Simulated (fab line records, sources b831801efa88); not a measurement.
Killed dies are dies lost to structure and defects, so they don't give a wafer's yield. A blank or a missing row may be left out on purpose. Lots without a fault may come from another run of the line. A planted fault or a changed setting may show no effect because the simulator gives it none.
Which tool did it? | flow sky130 | 11 lots, 33 wafers sampled, at 4 steps of a route of 708

WHAT THE GAUGES READ, wafer by wafer
SKY_LDD_LDN_OVL_MEAS_07.
lot  | measured     | on         | LDD_LDN_OVL (nm)
L414 | day 22 12:21 | overlay-01 | 0.0 1.0 1.0
L416 | day 23 08:13 | overlay-01 | -2.3 -0.5 -1.6
L418 | day 24 04:17 | overlay-01 | -0.4 -1.3 -0.5
L419 | day 24 08:20 | overlay-02 | -2.3 -1.2 -1.0
L421 | day 25 03:23 | overlay-01 | 0.3 0.6 1.3
L428 | day 27 11:34 | overlay-01 | -53.9 -53.7 -53.5
L429 | day 28 04:33 | overlay-02 | -52.2 -53.1 -51.7
L430 | day 28 09:02 | overlay-02 | -0.3 -0.6 -0.8
L431 | day 28 19:46 | overlay-01 | -52.7 -52.4 -53.9
L432 | day 29 03:04 | overlay-01 | -0.5 -1.3 -1.0
L436 | day 30 10:50 | overlay-01 | -2.0 -2.4 -2.5

WHICH TOOL RAN EACH LOT (tool, then ch and the chambers of the sampled wafers, then the start)
lot  | SKY_POLY_GATE_ETCH_15              | SKY_LDD_HVN_STRIP_09                 | SKY_LDD_LDN_EXPOSE_04
L414 | rie_diel-02 ch 0,1, day 16 01:43   | plasma_asher-02 ch 0,1, day 19 22:15 | iline_stepper-01 ch 0, day 21 20:52
L416 | rie_diel-04 ch 0,1,2, day 16 19:05 | plasma_asher-01 ch 0,1, day 20 19:00 | iline_stepper-02 ch 0, day 22 17:19
L418 | rie_diel-01 ch 0,1,2, day 17 16:37 | plasma_asher-01 ch 0,1, day 21 16:21 | iline_stepper-01 ch 0, day 23 13:59
L419 | rie_diel-01 ch 0,2,3, day 17 19:46 | plasma_asher-04 ch 0,1, day 21 20:16 | iline_stepper-02 ch 0, day 23 18:22
L421 | rie_diel-04 ch 0,2,3, day 18 13:22 | plasma_asher-02 ch 0,1, day 22 15:16 | iline_stepper-02 ch 0, day 24 13:00
L428 | rie_diel-01 ch 2,3, day 21 05:34   | plasma_asher-04 ch 0,1, day 25 02:46 | iline_stepper-01 ch 0, day 26 21:13
L429 | rie_diel-04 ch 0,1, day 21 21:35   | plasma_asher-01 ch 0,1, day 25 18:51 | iline_stepper-01 ch 0, day 27 14:25
L430 | rie_diel-02 ch 0,1,3, day 22 03:10 | plasma_asher-01 ch 0,1, day 25 22:43 | iline_stepper-02 ch 0, day 27 19:04
L431 | rie_diel-02 ch 0,2,3, day 22 12:19 | plasma_asher-04 ch 0,1, day 26 10:22 | iline_stepper-01 ch 0, day 28 05:43
L432 | rie_diel-04 ch 0,2,3, day 22 22:07 | plasma_asher-01 ch 0,1, day 26 17:30 | iline_stepper-02 ch 0, day 28 12:44
L436 | rie_diel-02 ch 0,3, day 24 04:58   | plasma_asher-04 ch 0,1, day 28 02:45 | iline_stepper-02 ch 0, day 29 20:43
- SKY_POLY_GATE_ETCH_15: etches BARC in N2/H2, stops on SiO2, time 118.5 s, target depth 110 nm.
- SKY_LDD_HVN_STRIP_09: strips in O2/N2.
- SKY_LDD_LDN_EXPOSE_04: exposes mask LDNTM, target cd 700 nm.

THE ANSWER, worked out from the rows above alone
Rule: what is usual is taken from the lots themselves. Put in order of their means at a reading, lots are off if they are a third of the lots or fewer, leave a main group of 4 or more, and stand apart from it by a gap of 3 or more times the standard deviation of the main group's means; of several such gaps the widest counts. A main group whose means are all the same, to the digits that the tables above print for the reading, isn't used. A lot without any number at a reading at which 4 lots or more have one is off too. The other lots that the step has rows for count as sound.
Off: L428, L429, L431, at SKY_LDD_LDN_OVL_MEAS_07 (LDD_LDN_OVL). The main group: mean -0.8 nm, standard deviation 0.98.
A tool fits if, at a process step before that reading, it ran every lot that is off, and no sound lot after the first of them. The gauges at SKY_LDD_LDN_OVL_MEAS_07 are tried like those tools. One fits: iline_stepper-01 at SKY_LDD_LDN_EXPOSE_04. Its last sound lot is L418 (day 23 13:59), its first lot that is off L428 (day 26 21:13): a fault that began between those two fits.

WHAT THE SIMULATOR HAD PUT IN
Scanner matching overlay: iline_stepper-01, from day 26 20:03 on, at SKY_LDD_LDN_EXPOSE_04. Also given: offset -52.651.
Lots struck among those shown: L428, L429, L431. The rule above found the same.
